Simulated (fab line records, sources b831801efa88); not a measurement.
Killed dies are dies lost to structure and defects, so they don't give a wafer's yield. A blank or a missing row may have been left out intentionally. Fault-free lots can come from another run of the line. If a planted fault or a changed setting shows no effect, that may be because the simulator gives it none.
Which of the tools did it? :: flow gf180mcu :: 13 lots with 37 wafers sampled at 6 steps, on a route of 602 steps

WHAT EACH GAUGE READ, for each wafer
GF_STI_THK_MEAS_22. Usual: for STI_OXIDATION_01_THK the level is 15.12 nm and the standard deviation is 0.25.
lot: L774
measured: day 2 03:53
on: film metro-01
STI_OXIDATION_01_THK (nm): 14.72 14.99 14.98
flag: 

lot: L776
measured: day 2 14:33
on: film metro-01
STI_OXIDATION_01_THK (nm): 14.96 15.12 15.01
flag: 

lot: L778
measured: day 3 00:28
on: film metro-04
STI_OXIDATION_01_THK (nm): 14.90 14.75 14.94
flag: 

lot: L779
measured: day 3 04:38
on: film metro-03
STI_OXIDATION_01_THK (nm): 15.04 14.87 15.23
flag: 

lot: L780
measured: day 3 10:50
on: film metro-01
STI_OXIDATION_01_THK (nm): 14.98 15.08 15.04
flag: 

lot: L782
measured: day 3 20:31
on: film metro-01
STI_OXIDATION_01_THK (nm): 15.56 15.73 15.79
flag: 

lot: L783
measured: day 4 01:33
on: film metro-01
STI_OXIDATION_01_THK (nm): 15.25 15.25 15.42
flag: 

lot: L784
measured: day 4 06:33
on: film metro-03
STI_OXIDATION_01_THK (nm): 15.21 15.08
flag: 

lot: L785
measured: day 4 13:33
on: film metro-01
STI_OXIDATION_01_THK (nm): 15.02 15.21
flag: 

lot: L793
measured: day 6 05:25
on: film metro-03
STI_OXIDATION_01_THK (nm): 15.28 15.35 15.68
flag: 

lot: L794
measured: day 6 12:08
on: film metro-04
STI_OXIDATION_01_THK (nm): 15.01 15.24 15.06
flag: 

lot: L795
measured: day 6 18:21
on: film metro-01
STI_OXIDATION_01_THK (nm): 15.24 15.08 15.40
flag: 

lot: L797
measured: day 7 02:31
on: film metro-01
STI_OXIDATION_01_THK (nm): 15.15 15.29 15.11
flag: 

GF_PSD_RS_MEAS_14: measures by four-point-probe. Usual: for NSD_RS the level is 46.16 ohm/sq and the standard deviation is 0.097.
lot: L774
measured: day 14 04:14
on: film metro-04
NSD_RS (ohm/sq): 46.13 46.29 46.24
flag: 

lot: L776
measured: day 14 21:07
on: film metro-01
NSD_RS (ohm/sq): 46.15 46.33 46.21
flag: 

lot: L778
measured: day 15 11:08
on: film metro-04
NSD_RS (ohm/sq): 46.00 46.05 46.05
flag: 

lot: L779
measured: day 15 17:26
on: film metro-02
NSD_RS (ohm/sq): 46.19 46.35 46.15
flag: 

lot: L780
measured: day 16 04:16
on: film metro-01
NSD_RS (ohm/sq): 46.04 45.98 46.08
flag: 

lot: L782
measured: day 16 20:12
on: film metro-01
NSD_RS (ohm/sq): 46.28 46.16 46.09
flag: 

lot: L783
measured: day 17 04:46
on: film metro-01
NSD_RS (ohm/sq): 46.16 47.98 46.20
flag: OFF

lot: L784
measured: day 17 13:51
on: film metro-01
NSD_RS (ohm/sq): 47.86 47.97
flag: OFF

lot: L785
measured: day 17 21:37
on: film metro-04
NSD_RS (ohm/sq): 46.14 47.95
flag: OFF

lot: L793
measured: day 20 19:43
on: film metro-02
NSD_RS (ohm/sq): 46.19 46.17 46.14
flag: 

lot: L794
measured: day 21 06:07
on: film metro-04
NSD_RS (ohm/sq): 46.09 46.19 46.14
flag: 

lot: L795
measured: day 21 21:22
on: film metro-01
NSD_RS (ohm/sq): 46.18 46.27 46.24
flag: 

lot: L797
measured: day 22 06:58
on: film metro-02
NSD_RS (ohm/sq): 45.94 45.96 46.10
flag: 

GF_PSD_RS_MEAS_15: measures by four-point-probe. Usual: for PSD_RS the level is 108.6 ohm/sq and the standard deviation is 0.32.
lot: L774
measured: day 14 04:22
on: film metro-04
PSD_RS (ohm/sq): 108.6 108.7 108.9
flag: 

lot: L776
measured: day 14 21:14
on: film metro-01
PSD_RS (ohm/sq): 108.8 108.8 108.8
flag: 

lot: L778
measured: day 15 11:15
on: film metro-04
PSD_RS (ohm/sq): 108.1 108.6 108.6
flag: 

lot: L779
measured: day 15 17:33
on: film metro-02
PSD_RS (ohm/sq): 109.1 108.8 108.4
flag: 

lot: L780
measured: day 16 04:23
on: film metro-01
PSD_RS (ohm/sq): 108.5 108.5 108.4
flag: 

lot: L782
measured: day 16 20:19
on: film metro-01
PSD_RS (ohm/sq): 108.7 108.7 108.6
flag: 

lot: L783
measured: day 17 04:53
on: film metro-01
PSD_RS (ohm/sq): 108.7 113.8 108.9
flag: OFF

lot: L784
measured: day 17 13:58
on: film metro-01
PSD_RS (ohm/sq): 113.9 113.3
flag: OFF

lot: L785
measured: day 17 21:44
on: film metro-04
PSD_RS (ohm/sq): 108.5 114.0
flag: OFF

lot: L793
measured: day 20 19:50
on: film metro-02
PSD_RS (ohm/sq): 108.8 108.6 108.7
flag: 

lot: L794
measured: day 21 06:14
on: film metro-04
PSD_RS (ohm/sq): 108.8 108.9 108.4
flag: 

lot: L795
measured: day 21 21:29
on: film metro-01
PSD_RS (ohm/sq): 108.7 108.7 108.8
flag: 

lot: L797
measured: day 22 07:05
on: film metro-02
PSD_RS (ohm/sq): 107.6 108.0 108.0
flag: 

GF_V1_OVL_MEAS_15. Usual: for V1_OVL the level is -2 nm and the standard deviation is 4.9.
lot: L774
measured: day 17 23:57
on: overlay-01
V1_OVL (nm): -6 -6 -9
flag: 

lot: L776
measured: day 18 19:24
on: overlay-01
V1_OVL (nm): 3 -8 -2
flag: 

lot: L778
measured: day 19 11:05
on: overlay-01
V1_OVL (nm): 0 5 0
flag: 

lot: L779
measured: day 19 19:17
on: overlay-02
V1_OVL (nm): -11 -7 -10
flag: 

lot: L780
measured: day 20 07:37
on: overlay-01
V1_OVL (nm): 6 2 1
flag: 

lot: L782
measured: day 20 23:27
on: overlay-02
V1_OVL (nm): 6 -5 -5
flag: 

lot: L783
measured: day 21 10:20
on: overlay-01
V1_OVL (nm): -4 -8 -9
flag: 

lot: L784
measured: day 21 18:58
on: overlay-02
V1_OVL (nm): 2 6
flag: 

lot: L785
measured: day 22 01:44
on: overlay-01
V1_OVL (nm): -7 -1
flag: 

lot: L793
measured: day 24 18:52
on: overlay-01
V1_OVL (nm): -1 0 -1
flag: 

lot: L794
measured: day 25 05:02
on: overlay-02
V1_OVL (nm): 0 -3 -5
flag: 

lot: L795
measured: day 25 17:52
on: overlay-02
V1_OVL (nm): -8 -4 -2
flag: 

lot: L797
measured: day 26 03:52
on: overlay-02
V1_OVL (nm): -1 -2 -8
flag: 

TOOL THAT RAN EACH LOT (tool first, then ch and the chambers of the sampled wafers, then the start)
lot: L774
GF_PSD_RTA_13: rtp anneal-02 ch 0, day 14 04:09
GF_CONTACT_STRIP_18: plasma asher-02 ch 0,1, day 16 00:03

lot: L776
GF_PSD_RTA_13: rtp anneal-02 ch 0, day 14 20:57
GF_CONTACT_STRIP_18: plasma asher-01 ch 0,1, day 16 18:13

lot: L778
GF_PSD_RTA_13: rtp anneal-02 ch 0, day 15 11:03
GF_CONTACT_STRIP_18: plasma asher-03 ch 0,1, day 17 09:29

lot: L779
GF_PSD_RTA_13: rtp anneal-02 ch 0, day 15 17:21
GF_CONTACT_STRIP_18: plasma asher-03 ch 0,1, day 17 17:24

lot: L780
GF_PSD_RTA_13: rtp anneal-02 ch 0, day 16 04:10
GF_CONTACT_STRIP_18: plasma asher-01 ch 0,1, day 18 05:05

lot: L782
GF_PSD_RTA_13: rtp anneal-02 ch 0, day 16 20:07
GF_CONTACT_STRIP_18: plasma asher-02 ch 0,1, day 18 20:33

lot: L783
GF_PSD_RTA_13: rtp anneal-02 ch 0, day 17 04:40
GF_CONTACT_STRIP_18: plasma asher-01 ch 0,1, day 19 06:35

lot: L784
GF_PSD_RTA_13: rtp anneal-02 ch 0, day 17 13:45
GF_CONTACT_STRIP_18: plasma asher-01 ch 0, day 19 15:47

lot: L785
GF_PSD_RTA_13: rtp anneal-02 ch 0, day 17 21:32
GF_CONTACT_STRIP_18: plasma asher-03 ch 0,1, day 19 22:55

lot: L793
GF_PSD_RTA_13: rtp anneal-02 ch 0, day 20 19:38
GF_CONTACT_STRIP_18: plasma asher-01 ch 0,1, day 22 20:05

lot: L794
GF_PSD_RTA_13: rtp anneal-02 ch 0, day 21 06:01
GF_CONTACT_STRIP_18: plasma asher-02 ch 0,1, day 23 06:58

lot: L795
GF_PSD_RTA_13: rtp anneal-02 ch 0, day 21 21:17
GF_CONTACT_STRIP_18: plasma asher-03 ch 0,1, day 23 20:35

lot: L797
GF_PSD_RTA_13: rtp anneal-02 ch 0, day 22 06:53
GF_CONTACT_STRIP_18: plasma asher-02 ch 0,1, day 24 07:05
- GF_PSD_RTA_13: time 20 s.
- GF_CONTACT_STRIP_18: strips in O2/N2.

WHAT THE TOOLS THEMSELVES READ (means of the sampled wafers that have a number; where no wafer has one, the mark that the record gives instead)
GF_PSD_RTA_13. Usual: lamp power pct 30.3 %, standard deviation 0.62; run length s 48.5 s, standard deviation 0.46; wafer_temp_C_max 1032.7, standard deviation 2.5.
lot: L774
tool: rtp anneal-02
lamp power pct (%): 30.0
run length s (s): 48.5
wafer_temp_C_max: 1033.7
flag: 

lot: L776
tool: rtp anneal-02
lamp power pct (%): 30.0
run length s (s): 48.4
wafer_temp_C_max: 1032.9
flag: 

lot: L778
tool: rtp anneal-02
lamp power pct (%): 30.0
run length s (s): 48.2
wafer_temp_C_max: 1034.4
flag: 

lot: L779
tool: rtp anneal-02
lamp power pct (%): 30.0
run length s (s): 48.5
wafer_temp_C_max: 1034.0
flag: 

lot: L780
tool: rtp anneal-02
lamp power pct (%): 30.0
run length s (s): 48.4
wafer_temp_C_max: 1034.6
flag: 

lot: L782
tool: rtp anneal-02
lamp power pct (%): 29.9
run length s (s): 48.4
wafer_temp_C_max: 1033.1
flag: 

lot: L783
tool: rtp anneal-02
lamp power pct (%): 30.0
run length s (s): 46.2
wafer_temp_C_max: 1034.0
flag: OFF

lot: L784
tool: rtp anneal-02
lamp power pct (%): 29.9
run length s (s): 41.8
wafer_temp_C_max: 1033.0
flag: OFF

lot: L785
tool: rtp anneal-02
lamp power pct (%): 29.9
run length s (s): 45.3
wafer_temp_C_max: 1033.5
flag: OFF

lot: L793
tool: rtp anneal-02
lamp power pct (%): 30.0
run length s (s): 48.3
wafer_temp_C_max: 1032.3
flag: 

lot: L794
tool: rtp anneal-02
lamp power pct (%): 30.0
run length s (s): 48.6
wafer_temp_C_max: 1034.4
flag: 

lot: L795
tool: rtp anneal-02
lamp power pct (%): 30.0
run length s (s): 48.5
wafer_temp_C_max: 1033.6
flag: 

lot: L797
tool: rtp anneal-02
lamp power pct (%): 30.0
run length s (s): 48.4
wafer_temp_C_max: 1033.9
flag: 

GF_CONTACT_STRIP_18. Usual: drypump motor current A 5.5 A, standard deviation 0.46; heater power w 325 W, standard deviation 32; oes product au 0.581 a.u., standard deviation 0.0052.
lot: L774
tool: plasma asher-02
drypump motor current A (A): 6.1
heater power w (W): 301
oes product au (a.u.): 0.578
flag: 

lot: L776
tool: plasma asher-01
drypump motor current A (A): 5.4
heater power w (W): 353
oes product au (a.u.): 0.585
flag: 

lot: L778
tool: plasma asher-03
drypump motor current A (A): 5.6
heater power w (W): 332
oes product au (a.u.): 0.585
flag: 

lot: L779
tool: plasma asher-03
drypump motor current A (A): 5.6
heater power w (W): 330
oes product au (a.u.): 0.583
flag: 

lot: L780
tool: plasma asher-01
drypump motor current A (A): 5.2
heater power w (W): 326
oes product au (a.u.): 0.587
flag: 

lot: L782
tool: plasma asher-02
drypump motor current A (A): 5.7
heater power w (W): 313
oes product au (a.u.): 0.580
flag: 

lot: L783
tool: plasma asher-01
drypump motor current A (A): 5.2
heater power w (W): 327
oes product au (a.u.): 0.583
flag: 

lot: L784
tool: plasma asher-01
drypump motor current A (A): 5.6
heater power w (W): 368
oes product au (a.u.): 0.579
flag: 

lot: L785
tool: plasma asher-03
drypump motor current A (A): 5.4
heater power w (W): 314
oes product au (a.u.): 0.587
flag: 

lot: L793
tool: plasma asher-01
drypump motor current A (A): 5.4
heater power w (W): 349
oes product au (a.u.): 0.577
flag: 

lot: L794
tool: plasma asher-02
drypump motor current A (A): 5.7
heater power w (W): 318
oes product au (a.u.): 0.578
flag: 

lot: L795
tool: plasma asher-03
drypump motor current A (A): 5.5
heater power w (W): 326
oes product au (a.u.): 0.578
flag: 

lot: L797
tool: plasma asher-02
drypump motor current A (A): 5.7
heater power w (W): 308
oes product au (a.u.): 0.583
flag: 

THE ANSWER, worked out from the rows above alone
Rule: lot off if the mean of its wafers having a number is beyond 3 standard deviations from the usual mean. Also off: a lot with no number at a reading for which 4 or more lots have one. All remaining lots with rows at the step are treated as sound. The gauges are gone through in route order, then the tools' own readings, and for those a lot's mean is taken as printed above. At the first step where some lot is off, the reading lying furthest off is the one used; lots without a number count as furthest.
Off: L783, L784, L785, at GF_PSD_RS_MEAS_14 (NSD_RS).
A tool fits if, at a process step before that reading, it ran every lot that is off, and no sound lot after the first of them. The gauges at GF_PSD_RS_MEAS_14 aren't tried: what is off there is off at GF_PSD_RTA_13 too, on other tools, and a gauge's error can't cause that. Not one of the candidates tried fits.

WHAT THE SIMULATOR HAD PUT IN
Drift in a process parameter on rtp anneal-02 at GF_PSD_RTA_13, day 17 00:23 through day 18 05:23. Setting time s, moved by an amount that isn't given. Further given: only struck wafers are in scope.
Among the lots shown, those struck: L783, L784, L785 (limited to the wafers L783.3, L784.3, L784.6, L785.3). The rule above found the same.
